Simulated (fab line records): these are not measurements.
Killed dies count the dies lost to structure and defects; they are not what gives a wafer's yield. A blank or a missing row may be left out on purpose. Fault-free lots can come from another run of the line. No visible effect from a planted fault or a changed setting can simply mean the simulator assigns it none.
Which tool was responsible? || flow sky130 || 33 wafers from 11 lots sampled at 6 of the route's 708 steps

WHAT THE GAUGES READ, wafer by wafer
SKY_SD_P_CD_MEAS_07: target cd 380 nm. Usual: cd-nm reads 379 nm (standard deviation 3).
{"lot": "L252", "measured": "day 27 09:02", "on": "cd-sem-01", "cd-nm (nm)": "379 378 382", "flag": ""}
{"lot": "L248", "measured": "day 27 14:20", "on": "cd-sem-01", "cd-nm (nm)": "378 377 378", "flag": ""}
{"lot": "L254", "measured": "day 28 02:14", "on": "cd-sem-02", "cd-nm (nm)": "380 380 381", "flag": ""}
{"lot": "L255", "measured": "day 28 06:28", "on": "cd-sem-01", "cd-nm (nm)": "380 379 378", "flag": ""}
{"lot": "L260", "measured": "day 30 00:37", "on": "cd-sem-02", "cd-nm (nm)": "382 383 380", "flag": ""}
{"lot": "L261", "measured": "day 30 07:38", "on": "cd-sem-02", "cd-nm (nm)": "380 380 383", "flag": ""}
{"lot": "L266", "measured": "day 31 22:51", "on": "cd-sem-02", "cd-nm (nm)": "378 374 375", "flag": ""}
{"lot": "L267", "measured": "day 32 06:11", "on": "cd-sem-02", "cd-nm (nm)": "373 372 375", "flag": ""}
{"lot": "L269", "measured": "day 32 23:30", "on": "cd-sem-01", "cd-nm (nm)": "381 380 381", "flag": ""}
{"lot": "L270", "measured": "day 33 01:44", "on": "cd-sem-02", "cd-nm (nm)": "383 384 384", "flag": ""}
{"lot": "L271", "measured": "day 33 10:31", "on": "cd-sem-02", "cd-nm (nm)": "379 377 378", "flag": ""}

SKY_SD_P_TW_MEAS_11. Usual: SD_P_TW 2838, standard deviation 36.
{"lot": "L252", "measured": "day 27 09:27", "on": "film-metro-02", "SD_P_TW": "2886 2882 2876", "flag": ""}
{"lot": "L248", "measured": "day 27 14:45", "on": "film-metro-01", "SD_P_TW": "2834 2823 2816", "flag": ""}
{"lot": "L254", "measured": "day 28 02:37", "on": "film-metro-01", "SD_P_TW": "2813 2807 2806", "flag": ""}
{"lot": "L255", "measured": "day 28 06:50", "on": "film-metro-01", "SD_P_TW": "2821 2808 2804", "flag": ""}
{"lot": "L260", "measured": "day 30 01:01", "on": "film-metro-02", "SD_P_TW": "3053 3055 3051", "flag": "OFF"}
{"lot": "L261", "measured": "day 30 08:02", "on": "film-metro-02", "SD_P_TW": "3050 3058 3056", "flag": "OFF"}
{"lot": "L266", "measured": "day 31 23:16", "on": "film-metro-04", "SD_P_TW": "2798 2783 2803", "flag": ""}
{"lot": "L267", "measured": "day 32 06:36", "on": "film-metro-02", "SD_P_TW": "2871 2870 2871", "flag": ""}
{"lot": "L269", "measured": "day 32 23:53", "on": "film-metro-01", "SD_P_TW": "2810 2812 2806", "flag": ""}
{"lot": "L270", "measured": "day 33 02:09", "on": "film-metro-02", "SD_P_TW": "2870 2882 2900", "flag": ""}
{"lot": "L271", "measured": "day 33 10:55", "on": "film-metro-01", "SD_P_TW": "2807 2828 2832", "flag": ""}

SKY_SD_N_RS_MEAS_17: a four-point-probe measurement. Usual: SD_P_RS 147.1 ohm/sq, standard deviation 0.43.
{"lot": "L252", "measured": "day 29 17:42", "on": "film-metro-01", "SD_P_RS (ohm/sq)": "147.3 147.2 147.4", "flag": ""}
{"lot": "L248", "measured": "day 29 22:58", "on": "film-metro-04", "SD_P_RS (ohm/sq)": "147.4 147.1 147.7", "flag": ""}
{"lot": "L254", "measured": "day 30 12:15", "on": "film-metro-02", "SD_P_RS (ohm/sq)": "147.2 147.5 147.2", "flag": ""}
{"lot": "L255", "measured": "day 30 16:43", "on": "film-metro-04", "SD_P_RS (ohm/sq)": "146.6 146.6 146.7", "flag": ""}
{"lot": "L260", "measured": "day 32 09:51", "on": "film-metro-02", "SD_P_RS (ohm/sq)": "140.1 140.1 140.3", "flag": "OFF"}
{"lot": "L261", "measured": "day 32 16:06", "on": "film-metro-01", "SD_P_RS (ohm/sq)": "141.4 141.0 140.9", "flag": "OFF"}
{"lot": "L266", "measured": "day 34 05:13", "on": "film-metro-01", "SD_P_RS (ohm/sq)": "147.5 147.8 147.5", "flag": ""}
{"lot": "L267", "measured": "day 34 12:21", "on": "film-metro-02", "SD_P_RS (ohm/sq)": "147.8 147.6 147.7", "flag": ""}
{"lot": "L269", "measured": "day 35 06:37", "on": "film-metro-01", "SD_P_RS (ohm/sq)": "147.5 147.1 147.9", "flag": ""}
{"lot": "L270", "measured": "day 35 08:15", "on": "film-metro-04", "SD_P_RS (ohm/sq)": "147.3 146.9 147.5", "flag": ""}
{"lot": "L271", "measured": "day 35 16:47", "on": "film-metro-02", "SD_P_RS (ohm/sq)": "147.5 147.3 147.5", "flag": ""}

TOOL THAT RAN EACH LOT (tool first, then ch and the chambers of the sampled wafers, then the start)
{"lot": "L252", "SKY_POLY_CUT_ETCH_11": "rie-diel-01 ch 0,1,2, day 26 04:59", "SKY_SD_P_IMPLANT_09": "implanter-04 ch 0, day 27 09:12", "SKY_RES_XHIGH_STRIP_08": "plasma-asher-04 ch 0,1, day 28 12:51"}
{"lot": "L248", "SKY_POLY_CUT_ETCH_11": "rie-diel-02 ch 0,1, day 26 09:35", "SKY_SD_P_IMPLANT_09": "implanter-03 ch 0, day 27 14:30", "SKY_RES_XHIGH_STRIP_08": "plasma-asher-04 ch 0,1, day 28 18:35"}
{"lot": "L254", "SKY_POLY_CUT_ETCH_11": "rie-diel-04 ch 2,3, day 26 22:11", "SKY_SD_P_IMPLANT_09": "implanter-03 ch 0, day 28 02:24", "SKY_RES_XHIGH_STRIP_08": "plasma-asher-02 ch 0,1, day 29 06:20"}
{"lot": "L255", "SKY_POLY_CUT_ETCH_11": "rie-diel-01 ch 0,2,3, day 27 02:11", "SKY_SD_P_IMPLANT_09": "implanter-02 ch 0, day 28 06:38", "SKY_RES_XHIGH_STRIP_08": "plasma-asher-02 ch 0,1, day 29 10:44"}
{"lot": "L260", "SKY_POLY_CUT_ETCH_11": "rie-diel-01 ch 0,1,3, day 28 19:53", "SKY_SD_P_IMPLANT_09": "implanter-03 ch 0, day 30 00:46", "SKY_RES_XHIGH_STRIP_08": "plasma-asher-02 ch 0,1, day 31 05:15"}
{"lot": "L261", "SKY_POLY_CUT_ETCH_11": "rie-diel-02 ch 1,2, day 29 03:50", "SKY_SD_P_IMPLANT_09": "implanter-03 ch 0, day 30 07:49", "SKY_RES_XHIGH_STRIP_08": "plasma-asher-01 ch 0,1, day 31 11:29"}
{"lot": "L266", "SKY_POLY_CUT_ETCH_11": "rie-diel-02 ch 0,1,2, day 30 20:24", "SKY_SD_P_IMPLANT_09": "implanter-04 ch 0, day 31 23:01", "SKY_RES_XHIGH_STRIP_08": "plasma-asher-02 ch 1, day 33 01:57"}
{"lot": "L267", "SKY_POLY_CUT_ETCH_11": "rie-diel-01 ch 0,1,3, day 31 03:45", "SKY_SD_P_IMPLANT_09": "implanter-02 ch 0, day 32 06:21", "SKY_RES_XHIGH_STRIP_08": "plasma-asher-01 ch 0,1, day 33 09:05"}
{"lot": "L269", "SKY_POLY_CUT_ETCH_11": "rie-diel-04 ch 0,1,2, day 31 21:16", "SKY_SD_P_IMPLANT_09": "implanter-02 ch 0, day 32 23:40", "SKY_RES_XHIGH_STRIP_08": "plasma-asher-01 ch 0,1, day 34 03:02"}
{"lot": "L270", "SKY_POLY_CUT_ETCH_11": "rie-diel-04 ch 0,1, day 31 23:05", "SKY_SD_P_IMPLANT_09": "implanter-04 ch 0, day 33 01:54", "SKY_RES_XHIGH_STRIP_08": "plasma-asher-04 ch 0,1, day 34 04:48"}
{"lot": "L271", "SKY_POLY_CUT_ETCH_11": "rie-diel-04 ch 1,3, day 32 08:29", "SKY_SD_P_IMPLANT_09": "implanter-04 ch 0, day 33 10:40", "SKY_RES_XHIGH_STRIP_08": "plasma-asher-04 ch 0,1, day 34 13:05"}
- SKY_POLY_CUT_ETCH_11: etches Si3N4 in CF4/CH2F2/Ar, stops on poly-Si, time 42.5 s, target depth 60 nm.
- SKY_SD_P_IMPLANT_09
- SKY_RES_XHIGH_STRIP_08: strips in O2/N2.

AS READ BY THE TOOLS THEMSELVES (means over the sampled wafers that have a number; for cases with no such wafer, the mark the record gives instead)
SKY_POLY_CUT_ETCH_11. Usual: drypump-motor-current-A 5.8 A, standard deviation 0.4; oes-product-au 0.831 a.u., standard deviation 0.0069; throttle-valve-pct 14.994 %, standard deviation 0.0088.
{"lot": "L252", "tool": "rie-diel-01", "drypump-motor-current-A (A)": 6.0, "oes-product-au (a.u.)": 0.831, "throttle-valve-pct (%)": 14.994, "flag": ""}
{"lot": "L248", "tool": "rie-diel-02", "drypump-motor-current-A (A)": 6.0, "oes-product-au (a.u.)": 0.826, "throttle-valve-pct (%)": 14.995, "flag": ""}
{"lot": "L254", "tool": "rie-diel-04", "drypump-motor-current-A (A)": 6.1, "oes-product-au (a.u.)": 0.834, "throttle-valve-pct (%)": 15.000, "flag": ""}
{"lot": "L255", "tool": "rie-diel-01", "drypump-motor-current-A (A)": 5.7, "oes-product-au (a.u.)": 0.826, "throttle-valve-pct (%)": 14.989, "flag": ""}
{"lot": "L260", "tool": "rie-diel-01", "drypump-motor-current-A (A)": 5.8, "oes-product-au (a.u.)": 0.826, "throttle-valve-pct (%)": 14.998, "flag": ""}
{"lot": "L261", "tool": "rie-diel-02", "drypump-motor-current-A (A)": 5.7, "oes-product-au (a.u.)": 0.831, "throttle-valve-pct (%)": 14.989, "flag": ""}
{"lot": "L266", "tool": "rie-diel-02", "drypump-motor-current-A (A)": 5.9, "oes-product-au (a.u.)": 0.823, "throttle-valve-pct (%)": 14.994, "flag": ""}
{"lot": "L267", "tool": "rie-diel-01", "drypump-motor-current-A (A)": 5.8, "oes-product-au (a.u.)": 0.822, "throttle-valve-pct (%)": 14.993, "flag": ""}
{"lot": "L269", "tool": "rie-diel-04", "drypump-motor-current-A (A)": 5.7, "oes-product-au (a.u.)": 0.819, "throttle-valve-pct (%)": 14.993, "flag": ""}
{"lot": "L270", "tool": "rie-diel-04", "drypump-motor-current-A (A)": 5.4, "oes-product-au (a.u.)": 0.835, "throttle-valve-pct (%)": 14.990, "flag": ""}
{"lot": "L271", "tool": "rie-diel-04", "drypump-motor-current-A (A)": 5.8, "oes-product-au (a.u.)": 0.833, "throttle-valve-pct (%)": 14.989, "flag": ""}

SKY_SD_P_IMPLANT_09. Usual: tilt-deg 0.002 degrees, standard deviation 0.017.
{"lot": "L252", "tool": "implanter-04", "tilt-deg (degrees)": 0.001, "flag": ""}
{"lot": "L248", "tool": "implanter-03", "tilt-deg (degrees)": 0.001, "flag": ""}
{"lot": "L254", "tool": "implanter-03", "tilt-deg (degrees)": 0.001, "flag": ""}
{"lot": "L255", "tool": "implanter-02", "tilt-deg (degrees)": 0.009, "flag": ""}
{"lot": "L260", "tool": "implanter-03", "tilt-deg (degrees)": 4.597, "flag": "OFF"}
{"lot": "L261", "tool": "implanter-03", "tilt-deg (degrees)": 4.592, "flag": "OFF"}
{"lot": "L266", "tool": "implanter-04", "tilt-deg (degrees)": -0.004, "flag": ""}
{"lot": "L267", "tool": "implanter-02", "tilt-deg (degrees)": -0.036, "flag": ""}
{"lot": "L269", "tool": "implanter-02", "tilt-deg (degrees)": 0.006, "flag": ""}
{"lot": "L270", "tool": "implanter-04", "tilt-deg (degrees)": -0.013, "flag": ""}
{"lot": "L271", "tool": "implanter-04", "tilt-deg (degrees)": -0.006, "flag": ""}

SKY_RES_XHIGH_STRIP_08. Usual: drypump-motor-current-A 6.2 A, standard deviation 0.45; oes-product-au 0.712 a.u., standard deviation 0.0047; strip-time-to-endpoint-s 14.23 s, standard deviation 0.04.
{"lot": "L252", "tool": "plasma-asher-04", "drypump-motor-current-A (A)": 6.6, "oes-product-au (a.u.)": 0.709, "strip-time-to-endpoint-s (s)": 14.17, "flag": ""}
{"lot": "L248", "tool": "plasma-asher-04", "drypump-motor-current-A (A)": 6.6, "oes-product-au (a.u.)": 0.709, "strip-time-to-endpoint-s (s)": 14.30, "flag": ""}
{"lot": "L254", "tool": "plasma-asher-02", "drypump-motor-current-A (A)": 5.6, "oes-product-au (a.u.)": 0.707, "strip-time-to-endpoint-s (s)": 14.24, "flag": ""}
{"lot": "L255", "tool": "plasma-asher-02", "drypump-motor-current-A (A)": 5.8, "oes-product-au (a.u.)": 0.718, "strip-time-to-endpoint-s (s)": 14.23, "flag": ""}
{"lot": "L260", "tool": "plasma-asher-02", "drypump-motor-current-A (A)": 5.6, "oes-product-au (a.u.)": 0.715, "strip-time-to-endpoint-s (s)": 14.27, "flag": ""}
{"lot": "L261", "tool": "plasma-asher-01", "drypump-motor-current-A (A)": 6.1, "oes-product-au (a.u.)": 0.713, "strip-time-to-endpoint-s (s)": 14.23, "flag": ""}
{"lot": "L266", "tool": "plasma-asher-02", "drypump-motor-current-A (A)": 6.1, "oes-product-au (a.u.)": 0.712, "strip-time-to-endpoint-s (s)": 14.17, "flag": ""}
{"lot": "L267", "tool": "plasma-asher-01", "drypump-motor-current-A (A)": 6.1, "oes-product-au (a.u.)": 0.711, "strip-time-to-endpoint-s (s)": 14.24, "flag": ""}
{"lot": "L269", "tool": "plasma-asher-01", "drypump-motor-current-A (A)": 5.9, "oes-product-au (a.u.)": 0.712, "strip-time-to-endpoint-s (s)": 14.27, "flag": ""}
{"lot": "L270", "tool": "plasma-asher-04", "drypump-motor-current-A (A)": 6.5, "oes-product-au (a.u.)": 0.713, "strip-time-to-endpoint-s (s)": 14.19, "flag": ""}
{"lot": "L271", "tool": "plasma-asher-04", "drypump-motor-current-A (A)": 6.6, "oes-product-au (a.u.)": 0.711, "strip-time-to-endpoint-s (s)": 14.22, "flag": ""}

THE ANSWER, worked out from the rows above alone
Rule: a lot is off if the mean of its wafers that have a number lies more than 3 standard deviations from the usual mean. Also off: a lot with no number at a reading for which 4 or more lots have one. The other lots that the step has rows for count as sound. The gauges are gone through in route order, then the tools' own readings, and for those a lot's mean is taken as printed above. The first step at which some lot is off is used, and at that step the reading that is off furthest; a lot without a number counts as furthest.
Off: L260, L261, at SKY_SD_P_TW_MEAS_11 (SD_P_TW).
If a tool, at a process step before that reading, ran all the lots that are off and no sound lot after the first of them, it fits. The gauges at SKY_SD_P_TW_MEAS_11 aren't tried: what is off there is off at SKY_SD_P_IMPLANT_09 too, on other tools, and a gauge's error can't cause that. One fits: SKY_SD_P_IMPLANT_09 on implanter-03. Its last sound lot is L254 (day 28 02:24), its first lot that is off L260 (day 30 00:46): a fault that began between those two fits.
The tool's own readings at SKY_SD_P_IMPLANT_09 bear it out: on the lots that are off they differ by more than 5 times the standard deviation of the sound lots' means. tilt-deg reads 4.595 degrees there against -0.005 degrees on the sound lots.

WHAT THE SIMULATOR HAD PUT IN
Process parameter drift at SKY_SD_P_IMPLANT_09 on implanter-03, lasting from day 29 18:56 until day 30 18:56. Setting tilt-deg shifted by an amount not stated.
Shown lots that were struck: L260, L261. Same finding as the rule above.
